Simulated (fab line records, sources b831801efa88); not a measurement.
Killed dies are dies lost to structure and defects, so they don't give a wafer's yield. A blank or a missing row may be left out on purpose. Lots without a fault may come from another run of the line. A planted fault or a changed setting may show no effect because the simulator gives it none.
Which tool did it? | flow gf180mcu | 6 lots, 18 wafers sampled, at 3 steps of a route of 602

WHAT THE GAUGES READ, wafer by wafer
GF_M4_CD_MEAS_14: target cd 280 nm.
lot  | measured     | on        | cd_nm (nm)
L649 | day 23 17:15 | cd_sem-02 | 277.0 277.3 277.0
L651 | day 24 19:53 | cd_sem-01 | 278.2 278.3 279.0
L654 | day 25 23:19 | cd_sem-01 | 279.1 279.8 279.4
L658 | day 27 00:25 | cd_sem-02 | 278.8 278.2 278.7
L664 | day 28 19:08 | cd_sem-02 | 280.8 281.7 280.9
L666 | day 29 14:06 | cd_sem-01 | 278.5 278.6 278.6

WHICH TOOL RAN EACH LOT (tool, then ch and the chambers of the sampled wafers, then the start)
lot  | GF_V3_STRIP_18                       | GF_M4_SPUTTER_01
L649 | plasma_asher-04 ch 0,1, day 22 16:47 | pvd_sputter-01, day 22 18:04
L651 | plasma_asher-02 ch 0,1, day 23 21:09 | pvd_sputter-03, day 23 22:28
L654 | plasma_asher-04 ch 1, day 25 00:26   | pvd_sputter-02, day 25 02:05
L658 | plasma_asher-04 ch 0,1, day 26 02:24 | pvd_sputter-02, day 26 03:46
L664 | plasma_asher-02 ch 0,1, day 27 22:50 | pvd_sputter-01, day 28 00:10
L666 | plasma_asher-02 ch 0,1, day 28 17:21 | pvd_sputter-03, day 28 18:40
- GF_V3_STRIP_18: strips in O2/N2.
- GF_M4_SPUTTER_01: material TiN, target thk 30 nm, time 25 s.

THE ANSWER, worked out from the rows above alone
Rule: what is usual is taken from the lots themselves. Put in order of their means at a reading, lots are off if they are a third of the lots or fewer, leave a main group of 4 or more, and stand apart from it by a gap of 3 or more times the standard deviation of the main group's means; of several such gaps the widest counts. A main group whose means are all the same, to the digits that the tables above print for the reading, isn't used. A lot without any number at a reading at which 4 lots or more have one is off too. The other lots that the step has rows for count as sound.
No lot is off at any reading shown: from this, nothing can be told.

WHAT THE SIMULATOR HAD PUT IN
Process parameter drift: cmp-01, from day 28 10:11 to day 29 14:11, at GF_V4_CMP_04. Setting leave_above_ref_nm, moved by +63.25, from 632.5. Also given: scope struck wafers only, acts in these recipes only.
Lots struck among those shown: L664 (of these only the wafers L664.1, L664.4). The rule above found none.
